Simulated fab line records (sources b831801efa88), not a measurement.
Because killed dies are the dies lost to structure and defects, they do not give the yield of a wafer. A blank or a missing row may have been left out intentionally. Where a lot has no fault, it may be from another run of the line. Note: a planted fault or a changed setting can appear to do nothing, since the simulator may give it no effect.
The tool behind it: which one? / flow gf180mcu / 39 wafers from 13 lots sampled at 4 of the route's 602 steps

WHAT EACH GAUGE READ, for each wafer
GF_SAB_THK_MEAS_01.
lot=L231; measured=day 14 11:19; on=film_metro-03; SAB_CVD_00_THK (nm)=48.8 49.1 50.1
lot=L234; measured=day 15 12:13; on=film_metro-02; SAB_CVD_00_THK (nm)=50.6 50.1 50.6
lot=L235; measured=day 15 22:02; on=film_metro-03; SAB_CVD_00_THK (nm)=49.5 51.6 49.4
lot=L239; measured=day 17 12:31; on=film_metro-01; SAB_CVD_00_THK (nm)=50.1 50.2 51.0
lot=L240; measured=day 17 18:49; on=film_metro-03; SAB_CVD_00_THK (nm)=50.3 50.2 49.7
lot=L241; measured=day 18 00:53; on=film_metro-01; SAB_CVD_00_THK (nm)=50.0 50.4 49.8
lot=L242; measured=day 18 09:49; on=film_metro-02; SAB_CVD_00_THK (nm)=50.2 50.0 50.9
lot=L243; measured=day 18 22:50; on=film_metro-01; SAB_CVD_00_THK (nm)=49.8 50.8 50.6
lot=L244; measured=day 19 06:52; on=film_metro-01; SAB_CVD_00_THK (nm)=49.7 51.2 50.7
lot=L247; measured=day 20 08:52; on=film_metro-01; SAB_CVD_00_THK (nm)=62.6 63.9 63.7
lot=L250; measured=day 21 07:31; on=film_metro-03; SAB_CVD_00_THK (nm)=49.8 62.5 50.5
lot=L251; measured=day 21 15:55; on=film_metro-01; SAB_CVD_00_THK (nm)=50.3 49.0 50.6
lot=L253; measured=day 22 10:55; on=film_metro-03; SAB_CVD_00_THK (nm)=49.7 50.3 50.9

GF_V1_THK_MEAS_25: measures by xrf.
lot=L231; measured=day 18 09:33; on=film_metro-01; V1_W_THK (nm)=360 362 359
lot=L234; measured=day 19 15:34; on=film_metro-01; V1_W_THK (nm)=351 353 356
lot=L235; measured=day 20 02:31; on=film_metro-03; V1_W_THK (nm)=348 347 355
lot=L239; measured=day 21 17:32; on=film_metro-01; V1_W_THK (nm)=357 358 356
lot=L240; measured=day 22 00:58; on=film_metro-02; V1_W_THK (nm)=362 360 364
lot=L241; measured=day 22 06:13; on=film_metro-01; V1_W_THK (nm)=360 357 356
lot=L242; measured=day 22 14:54; on=film_metro-03; V1_W_THK (nm)=351 354 353
lot=L243; measured=day 23 01:50; on=film_metro-01; V1_W_THK (nm)=358 363 360
lot=L244; measured=day 23 11:10; on=film_metro-01; V1_W_THK (nm)=357 358 361
lot=L247; measured=day 24 09:59; on=film_metro-03; V1_W_THK (nm)=357 353 355
lot=L250; measured=day 25 07:28; on=film_metro-02; V1_W_THK (nm)=361 352 360
lot=L251; measured=day 25 15:26; on=film_metro-01; V1_W_THK (nm)=355 357 356
lot=L253; measured=day 26 08:34; on=film_metro-01; V1_W_THK (nm)=354 361 355

WHAT TOOL EACH LOT RAN ON (gives the tool, then ch and the chambers of the sampled wafers, and finally the start)
lot=L231; GF_SAB_CVD_00=pecvd-03 ch 0,1,2, day 14 11:18; GF_CONTACT_SPUTTER_23=pvd_sputter-04, day 16 07:44
lot=L234; GF_SAB_CVD_00=pecvd-01 ch 1,2, day 15 12:11; GF_CONTACT_SPUTTER_23=pvd_sputter-01, day 17 12:10
lot=L235; GF_SAB_CVD_00=pecvd-03 ch 1,2, day 15 21:57; GF_CONTACT_SPUTTER_23=pvd_sputter-01, day 17 22:14
lot=L239; GF_SAB_CVD_00=pecvd-01 ch 1,2, day 17 12:30; GF_CONTACT_SPUTTER_23=pvd_sputter-02, day 19 14:01
lot=L240; GF_SAB_CVD_00=pecvd-03 ch 0,2, day 17 18:47; GF_CONTACT_SPUTTER_23=pvd_sputter-01, day 19 22:31
lot=L241; GF_SAB_CVD_00=pecvd-03 ch 0,1, day 18 00:50; GF_CONTACT_SPUTTER_23=pvd_sputter-01, day 20 02:59
lot=L242; GF_SAB_CVD_00=pecvd-03 ch 0,2, day 18 09:48; GF_CONTACT_SPUTTER_23=pvd_sputter-04, day 20 12:28
lot=L243; GF_SAB_CVD_00=pecvd-01 ch 0,1, day 18 22:47; GF_CONTACT_SPUTTER_23=pvd_sputter-04, day 21 00:47
lot=L244; GF_SAB_CVD_00=pecvd-01 ch 0,1,2, day 19 06:50; GF_CONTACT_SPUTTER_23=pvd_sputter-02, day 21 08:23
lot=L247; GF_SAB_CVD_00=pecvd-01 ch 0, day 20 08:50; GF_CONTACT_SPUTTER_23=pvd_sputter-01, day 22 09:47
lot=L250; GF_SAB_CVD_00=pecvd-01 ch 0,1,2, day 21 07:29; GF_CONTACT_SPUTTER_23=pvd_sputter-01, day 23 07:59
lot=L251; GF_SAB_CVD_00=pecvd-03 ch 0,2, day 21 15:53; GF_CONTACT_SPUTTER_23=pvd_sputter-02, day 23 16:07
lot=L253; GF_SAB_CVD_00=pecvd-03 ch 0,1, day 22 10:54; GF_CONTACT_SPUTTER_23=pvd_sputter-02, day 24 09:50
- GF_SAB_CVD_00: deposits SiO2 from TEOS, target thk 50 nm, time 4.9302 s.
- GF_CONTACT_SPUTTER_23: material TiN, target thk 10 nm, time 40 s.

AS READ BY THE TOOLS THEMSELVES (means over the sampled wafers that have a number; for cases with no such wafer, the mark the record gives instead)
GF_SAB_CVD_00.
lot=L231; tool=pecvd-03; heater_power_w (W)=702; susceptor_temp_C (C)=400.02
lot=L234; tool=pecvd-01; heater_power_w (W)=690; susceptor_temp_C (C)=400.05
lot=L235; tool=pecvd-03; heater_power_w (W)=723; susceptor_temp_C (C)=399.87
lot=L239; tool=pecvd-01; heater_power_w (W)=699; susceptor_temp_C (C)=400.10
lot=L240; tool=pecvd-03; heater_power_w (W)=670; susceptor_temp_C (C)=400.20
lot=L241; tool=pecvd-03; heater_power_w (W)=603; susceptor_temp_C (C)=400.20
lot=L242; tool=pecvd-03; heater_power_w (W)=615; susceptor_temp_C (C)=400.07
lot=L243; tool=pecvd-01; heater_power_w (W)=692; susceptor_temp_C (C)=400.00
lot=L244; tool=pecvd-01; heater_power_w (W)=696; susceptor_temp_C (C)=399.90
lot=L247; tool=pecvd-01; heater_power_w (W)=745; susceptor_temp_C (C)=399.67
lot=L250; tool=pecvd-01; heater_power_w (W)=743; susceptor_temp_C (C)=399.75
lot=L251; tool=pecvd-03; heater_power_w (W)=669; susceptor_temp_C (C)=400.03
lot=L253; tool=pecvd-03; heater_power_w (W)=667; susceptor_temp_C (C)=400.23

GF_CONTACT_SPUTTER_23.
lot=L231; tool=pvd_sputter-04; chamber_pressure_pa (Pa)=5.001; throttle_valve_pct (%)=31.3
lot=L234; tool=pvd_sputter-01; chamber_pressure_pa (Pa)=5.001; throttle_valve_pct (%)=28.9
lot=L235; tool=pvd_sputter-01; chamber_pressure_pa (Pa)=4.996; throttle_valve_pct (%)=29.8
lot=L239; tool=pvd_sputter-02; chamber_pressure_pa (Pa)=4.996; throttle_valve_pct (%)=28.5
lot=L240; tool=pvd_sputter-01; chamber_pressure_pa (Pa)=5.003; throttle_valve_pct (%)=29.7
lot=L241; tool=pvd_sputter-01; chamber_pressure_pa (Pa)=4.981; throttle_valve_pct (%)=29.6
lot=L242; tool=pvd_sputter-04; chamber_pressure_pa (Pa)=4.997; throttle_valve_pct (%)=29.6
lot=L243; tool=pvd_sputter-04; chamber_pressure_pa (Pa)=5.005; throttle_valve_pct (%)=29.7
lot=L244; tool=pvd_sputter-02; chamber_pressure_pa (Pa)=4.988; throttle_valve_pct (%)=28.8
lot=L247; tool=pvd_sputter-01; chamber_pressure_pa (Pa)=5.012; throttle_valve_pct (%)=30.2
lot=L250; tool=pvd_sputter-01; chamber_pressure_pa (Pa)=5.002; throttle_valve_pct (%)=29.5
lot=L251; tool=pvd_sputter-02; chamber_pressure_pa (Pa)=5.000; throttle_valve_pct (%)=28.6
lot=L253; tool=pvd_sputter-02; chamber_pressure_pa (Pa)=4.991; throttle_valve_pct (%)=29.4

THE ANSWER, worked out from the rows above alone
Rule: what is usual is taken from the lots themselves. Put in order of their means at a reading, lots are off if they are a third of the lots or fewer, leave a main group of 4 or more, and stand apart from it by a gap of 3 or more times the standard deviation of the main group's means; of several such gaps the widest counts. Not used: any main group whose means are identical at the precision the tables above print for the reading. A lot without any number at a reading at which 4 lots or more have one is off too. Any other lot the step has rows for is counted as sound. After the gauges, taken in route order, come the tools' own readings; for these a lot's mean is taken, as printed above. The first step at which some lot is off is used, and at that step the reading that is off furthest; a lot without a number counts as furthest.
Off: L247, L250, at GF_SAB_THK_MEAS_01 (SAB_CVD_00_THK). Mean 50.2 nm and standard deviation 0.32 in the main group.
A tool fits if, at a process step before that reading, it ran every lot that is off, and no sound lot after the first of them. The gauges at GF_SAB_THK_MEAS_01 are tried like those tools. One fits: GF_SAB_CVD_00 on pecvd-01. Its last sound lot is L244 (day 19 06:50), its first lot that is off L247 (day 20 08:50): a fault that began between those two fits.

WHAT WAS PUT IN BY THE SIMULATOR
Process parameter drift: pecvd-01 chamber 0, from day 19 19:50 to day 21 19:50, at GF_SAB_CVD_00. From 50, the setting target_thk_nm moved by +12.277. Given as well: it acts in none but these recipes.
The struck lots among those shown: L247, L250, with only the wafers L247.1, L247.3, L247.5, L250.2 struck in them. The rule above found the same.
